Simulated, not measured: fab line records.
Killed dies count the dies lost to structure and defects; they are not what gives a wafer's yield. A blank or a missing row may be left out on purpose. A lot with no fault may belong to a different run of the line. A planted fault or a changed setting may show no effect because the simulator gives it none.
Which tool did it? -- flow sky130 -- Sampling: 24 lots, 72 wafers, 6 of 708 route steps

== WHAT THE GAUGES SHOWED, per wafer ==
SKY_METAL4_CD_MEAS_13: the cd target is 300 nm. Usual: cd_nm at 299.6 nm, with a standard deviation of 1.3.
lot,measured,on,cd_nm (nm),flag
L074,day 42 03:30,cd_sem-02,301.6 300.0 300.6,
L075,day 42 07:40,cd_sem-02,299.8 300.3 300.4,
L076,day 42 12:37,cd_sem-01,299.7 299.1 299.4,
L077,day 43 01:06,cd_sem-01,301.6 303.1 302.3,
L078,day 43 02:53,cd_sem-01,298.5 299.9 299.2,
L079,day 43 10:06,cd_sem-01,299.1 299.4 299.2,
L080,day 43 20:34,cd_sem-01,298.7 297.2 298.2,
L081,day 44 03:35,cd_sem-01,300.8 300.1 300.3,
L082,day 44 05:09,cd_sem-02,300.0 299.8 300.3,
L083,day 44 09:00,cd_sem-01,299.1 300.9 299.3,
L084,day 44 23:53,cd_sem-02,298.5 299.3 298.4,
L085,day 45 01:55,cd_sem-01,299.7 298.6 297.4,
L086,day 45 09:27,cd_sem-02,297.7 298.8 297.5,
L087,day 45 17:45,cd_sem-01,300.6 299.8 301.0,
L088,day 45 22:07,cd_sem-01,299.6 300.1 300.3,
L089,day 46 03:13,cd_sem-02,299.3 299.3 299.9,
L090,day 46 09:43,cd_sem-01,300.0 299.0 300.1,
L091,day 46 15:48,cd_sem-02,299.9 301.1 300.2,
L092,day 46 20:51,cd_sem-02,301.4 300.4 300.9,
L093,day 47 04:13,cd_sem-02,300.7 301.6 301.5,
L094,day 47 04:32,cd_sem-01,298.3 297.1 297.6,
L095,day 47 10:40,cd_sem-01,297.4 296.6 296.3,
L096,day 47 16:29,cd_sem-01,298.9 299.4 299.5,
L097,day 48 00:22,cd_sem-02,299.4 299.5 299.3,

== EACH LOT AND THE TOOL THAT RAN IT (in order: tool; ch and the chambers of the sampled wafers; start) ==
lot,SKY_METAL1_SPUTTER_03,SKY_METAL1_STRIP_20,SKY_VIA2_SPUTTER_20,SKY_METAL3_ETCH_17,SKY_METAL4_SPUTTER_02
L074,"pvd_sputter-04, day 31 23:20","plasma_asher-01 ch 0,1, day 33 02:35","pvd_sputter-02, day 36 15:26","rie_diel-04 ch 0,2,3, day 38 21:20","pvd_sputter-01, day 40 01:40"
L075,"pvd_sputter-04, day 32 03:52","plasma_asher-04 ch 0,1, day 33 08:00","pvd_sputter-02, day 36 19:46","rie_diel-01 ch 0,3, day 39 01:59","pvd_sputter-01, day 40 06:22"
L076,"pvd_sputter-03, day 32 08:13","plasma_asher-03 ch 0,1, day 33 11:42","pvd_sputter-02, day 37 01:23","rie_diel-01 ch 0,3, day 39 07:32","pvd_sputter-04, day 40 11:41"
L077,"pvd_sputter-03, day 32 23:25","plasma_asher-01 ch 0, day 34 01:43","pvd_sputter-04, day 37 15:28","rie_diel-01 ch 0,3, day 39 21:14","pvd_sputter-01, day 41 00:14"
L078,"pvd_sputter-03, day 33 02:55","plasma_asher-04 ch 0,1, day 34 06:07","pvd_sputter-02, day 37 19:03","rie_diel-03 ch 0,3, day 39 23:29","pvd_sputter-01, day 41 02:52"
L079,"pvd_sputter-01, day 33 12:19","plasma_asher-03 ch 0,1, day 34 15:28","pvd_sputter-04, day 38 02:43","rie_diel-03 ch 0,1,2, day 40 07:11","pvd_sputter-04, day 41 10:13"
L080,"pvd_sputter-01, day 33 22:50","plasma_asher-03 ch 0,1, day 35 01:56","pvd_sputter-04, day 38 14:47","rie_diel-01 ch 0,2,3, day 40 18:20","pvd_sputter-01, day 41 21:16"
L081,"pvd_sputter-04, day 34 06:54","plasma_asher-04 ch 0,1, day 35 09:56","pvd_sputter-04, day 38 22:08","rie_diel-01 ch 1,2,3, day 41 01:14","pvd_sputter-04, day 42 04:32"
L082,"pvd_sputter-04, day 34 08:48","plasma_asher-01 ch 1, day 35 12:04","pvd_sputter-04, day 38 23:56","rie_diel-03 ch 1,2, day 41 03:32","pvd_sputter-04, day 42 06:25"
L083,"pvd_sputter-03, day 34 14:17","plasma_asher-03 ch 0,1, day 35 17:26","pvd_sputter-04, day 39 03:54","rie_diel-04 ch 0,2,3, day 41 07:05","pvd_sputter-04, day 42 10:07"
L084,"pvd_sputter-03, day 35 08:29","plasma_asher-01 ch 0,1, day 36 11:37","pvd_sputter-04, day 39 22:16","rie_diel-04 ch 0,1,2, day 41 23:44","pvd_sputter-01, day 43 02:21"
L085,"pvd_sputter-03, day 35 10:38","plasma_asher-03 ch 0,1, day 36 13:38","pvd_sputter-04, day 39 23:58","rie_diel-03 ch 0,2,3, day 42 02:20","pvd_sputter-04, day 43 04:01"
L086,"pvd_sputter-04, day 35 18:53","plasma_asher-04 ch 0,1, day 36 21:16","pvd_sputter-04, day 40 07:37","rie_diel-01 ch 0,1,3, day 42 09:56","pvd_sputter-02, day 43 12:06"
L087,"pvd_sputter-03, day 36 06:26","plasma_asher-03 ch 0, day 37 09:02","pvd_sputter-04, day 40 17:58","rie_diel-03 ch 0,3, day 42 19:11","pvd_sputter-01, day 43 21:34"
L088,"pvd_sputter-04, day 36 10:35","plasma_asher-03 ch 1, day 37 12:41","pvd_sputter-04, day 40 23:04","rie_diel-01 ch 1,2,3, day 43 00:14","pvd_sputter-01, day 44 02:13"
L089,"pvd_sputter-01, day 36 17:14","plasma_asher-04 ch 0,1, day 37 19:45","pvd_sputter-04, day 41 04:57","rie_diel-01 ch 0,1, day 43 05:14","pvd_sputter-02, day 44 06:34"
L090,"pvd_sputter-01, day 37 00:25","plasma_asher-01 ch 0,1, day 38 02:49","pvd_sputter-04, day 41 10:59","rie_diel-03 ch 0,3, day 43 12:32","pvd_sputter-02, day 44 13:20"
L091,"pvd_sputter-03, day 37 06:07","plasma_asher-04 ch 0,1, day 38 08:49","pvd_sputter-01, day 41 18:07","rie_diel-03 ch 0,2,3, day 43 18:47","pvd_sputter-02, day 44 19:41"
L092,"pvd_sputter-04, day 37 18:22","plasma_asher-04 ch 0,1, day 38 20:44","pvd_sputter-01, day 42 02:16","rie_diel-01 ch 2,3, day 44 01:26","pvd_sputter-04, day 45 02:28"
L093,"pvd_sputter-01, day 37 22:35","plasma_asher-04 ch 0,1, day 39 01:49","pvd_sputter-02, day 42 09:13","rie_diel-04 ch 0,1,2, day 44 08:11","pvd_sputter-01, day 45 09:28"
L094,"pvd_sputter-03, day 38 00:11","plasma_asher-04 ch 1, day 39 02:23","pvd_sputter-04, day 42 09:33","rie_diel-03 ch 0,1,3, day 44 08:32","pvd_sputter-02, day 45 10:12"
L095,"pvd_sputter-03, day 38 09:10","plasma_asher-04 ch 0,1, day 39 10:16","pvd_sputter-04, day 42 16:25","rie_diel-04 ch 0,1,3, day 44 15:38","pvd_sputter-04, day 45 16:33"
L096,"pvd_sputter-03, day 38 16:25","plasma_asher-04 ch 0,1, day 39 18:28","pvd_sputter-02, day 42 22:12","rie_diel-04 ch 0,2,3, day 44 21:23","pvd_sputter-04, day 45 22:28"
L097,"pvd_sputter-04, day 39 01:28","plasma_asher-03 ch 1, day 40 03:14","pvd_sputter-02, day 43 07:16","rie_diel-01 ch 1,2, day 45 06:08","pvd_sputter-02, day 46 07:47"
- SKY_METAL1_SPUTTER_03: material Ti, target thk 5 nm, time 3.3 s.
- SKY_METAL1_STRIP_20: strips in O2/N2.
- SKY_VIA2_SPUTTER_20: material TiN, target thk 20 nm, time 80 s.
- SKY_METAL3_ETCH_17: etches SiO2 in C4F8/O2/Ar, stops on TiN, time 3.9 s, target depth 15 nm.
- SKY_METAL4_SPUTTER_02: material AlCu, target thk 735 nm, time 39.1 s.

== AS READ BY THE TOOLS THEMSELVES (means over the sampled wafers that have a number; for cases with no such wafer, the mark the record gives instead) ==
SKY_METAL1_SPUTTER_03. Usual: throttle_valve_pct at 29.6 %, with a standard deviation of 0.81.
lot,tool,throttle_valve_pct (%),flag
L074,pvd_sputter-04,29.7,
L075,pvd_sputter-04,29.4,
L076,pvd_sputter-03,28.7,
L077,pvd_sputter-03,29.4,
L078,pvd_sputter-03,30.0,
L079,pvd_sputter-01,29.7,
L080,pvd_sputter-01,29.9,
L081,pvd_sputter-04,29.6,
L082,pvd_sputter-04,29.5,
L083,pvd_sputter-03,29.9,
L084,pvd_sputter-03,30.1,
L085,pvd_sputter-03,29.4,
L086,pvd_sputter-04,29.7,
L087,pvd_sputter-03,30.2,
L088,pvd_sputter-04,29.7,
L089,pvd_sputter-01,30.0,
L090,pvd_sputter-01,29.2,
L091,pvd_sputter-03,29.2,
L092,pvd_sputter-04,29.4,
L093,pvd_sputter-01,29.6,
L094,pvd_sputter-03,29.4,
L095,pvd_sputter-03,29.3,
L096,pvd_sputter-03,29.3,
L097,pvd_sputter-04,29.3,

SKY_METAL1_STRIP_20. Usual: drypump_motor_current_A 5.7 A, standard deviation 0.35; oes_product_au 0.341 a.u., standard deviation 0.0054; strip_time_to_endpoint_s 2.66 s, standard deviation 0.069.
lot,tool,drypump_motor_current_A (A),oes_product_au (a.u.),strip_time_to_endpoint_s (s),flag
L074,plasma_asher-01,5.8,0.342,2.64,
L075,plasma_asher-04,5.5,0.346,2.73,
L076,plasma_asher-03,6.0,0.337,2.62,
L077,plasma_asher-01,5.9,0.339,2.73,
L078,plasma_asher-04,5.2,0.346,2.64,
L079,plasma_asher-03,5.9,0.345,2.72,
L080,plasma_asher-03,5.9,0.342,2.66,
L081,plasma_asher-04,5.5,0.340,2.57,
L082,plasma_asher-01,5.8,0.338,2.59,
L083,plasma_asher-03,5.9,0.347,2.73,
L084,plasma_asher-01,5.8,0.343,2.75,
L085,plasma_asher-03,5.9,0.337,2.53,
L086,plasma_asher-04,5.2,0.341,2.66,
L087,plasma_asher-03,6.0,0.341,2.67,
L088,plasma_asher-03,5.9,0.339,2.64,
L089,plasma_asher-04,5.5,0.336,2.57,
L090,plasma_asher-01,5.9,0.341,2.65,
L091,plasma_asher-04,5.5,0.341,2.64,
L092,plasma_asher-04,5.5,0.346,2.74,
L093,plasma_asher-04,5.3,0.337,2.65,
L094,plasma_asher-04,5.0,0.351,2.75,
L095,plasma_asher-04,5.5,0.337,2.63,
L096,plasma_asher-04,5.5,0.339,2.61,
L097,plasma_asher-03,5.9,0.342,2.63,

SKY_VIA2_SPUTTER_20. Usual: throttle_valve_pct at 29.9 %, with a standard deviation of 0.84.
lot,tool,throttle_valve_pct (%),flag
L074,pvd_sputter-02,31.0,
L075,pvd_sputter-02,30.5,
L076,pvd_sputter-02,31.2,
L077,pvd_sputter-04,29.1,
L078,pvd_sputter-02,31.2,
L079,pvd_sputter-04,29.3,
L080,pvd_sputter-04,29.4,
L081,pvd_sputter-04,29.4,
L082,pvd_sputter-04,28.8,
L083,pvd_sputter-04,29.3,
L084,pvd_sputter-04,29.0,
L085,pvd_sputter-04,29.5,
L086,pvd_sputter-04,29.5,
L087,pvd_sputter-04,29.8,
L088,pvd_sputter-04,29.2,
L089,pvd_sputter-04,29.2,
L090,pvd_sputter-04,29.9,
L091,pvd_sputter-01,30.1,
L092,pvd_sputter-01,29.8,
L093,pvd_sputter-02,30.9,
L094,pvd_sputter-04,29.8,
L095,pvd_sputter-04,29.6,
L096,pvd_sputter-02,30.8,
L097,pvd_sputter-02,30.8,

SKY_METAL3_ETCH_17. Usual: oes_product_au at 0.752 a.u., with a standard deviation of 0.0076.
lot,tool,oes_product_au (a.u.),flag
L074,rie_diel-04,0.747,
L075,rie_diel-01,0.754,
L076,rie_diel-01,0.764,
L077,rie_diel-01,0.754,
L078,rie_diel-03,0.759,
L079,rie_diel-03,0.747,
L080,rie_diel-01,0.754,
L081,rie_diel-01,0.752,
L082,rie_diel-03,0.760,
L083,rie_diel-04,0.748,
L084,rie_diel-04,0.746,
L085,rie_diel-03,0.744,
L086,rie_diel-01,0.754,
L087,rie_diel-03,0.752,
L088,rie_diel-01,0.753,
L089,rie_diel-01,0.758,
L090,rie_diel-03,0.754,
L091,rie_diel-03,0.750,
L092,rie_diel-01,0.747,
L093,rie_diel-04,0.748,
L094,rie_diel-03,0.754,
L095,rie_diel-04,0.752,
L096,rie_diel-04,0.748,
L097,rie_diel-01,0.750,

SKY_METAL4_SPUTTER_02. Usual: throttle_valve_pct at 29.9 %, with a standard deviation of 0.74.
lot,tool,throttle_valve_pct (%),flag
L074,pvd_sputter-01,30.0,
L075,pvd_sputter-01,29.8,
L076,pvd_sputter-04,29.4,
L077,pvd_sputter-01,29.7,
L078,pvd_sputter-01,30.4,
L079,pvd_sputter-04,29.2,
L080,pvd_sputter-01,29.8,
L081,pvd_sputter-04,29.5,
L082,pvd_sputter-04,29.5,
L083,pvd_sputter-04,29.4,
L084,pvd_sputter-01,29.8,
L085,pvd_sputter-04,29.6,
L086,pvd_sputter-02,30.6,
L087,pvd_sputter-01,30.0,
L088,pvd_sputter-01,29.6,
L089,pvd_sputter-02,31.1,
L090,pvd_sputter-02,30.9,
L091,pvd_sputter-02,30.9,
L092,pvd_sputter-04,29.2,
L093,pvd_sputter-01,29.7,
L094,pvd_sputter-02,30.5,
L095,pvd_sputter-04,29.5,
L096,pvd_sputter-04,29.3,
L097,pvd_sputter-02,30.5,

== THE ANSWER, worked out from the rows above alone ==
Rule: a lot is off if the mean of its wafers that have a number lies more than 3 standard deviations from the usual mean. A lot without any number at a reading at which 4 lots or more have one is off too. The other lots that the step has rows for count as sound. First the gauges in route order, then the tools' own readings, where a lot's mean is used as printed above. At the first step where some lot is off, the reading lying furthest off is the one used; lots without a number count as furthest.
No lot is off at any reading shown: from this, nothing can be told.

== WHAT THE SIMULATOR PUT IN ==
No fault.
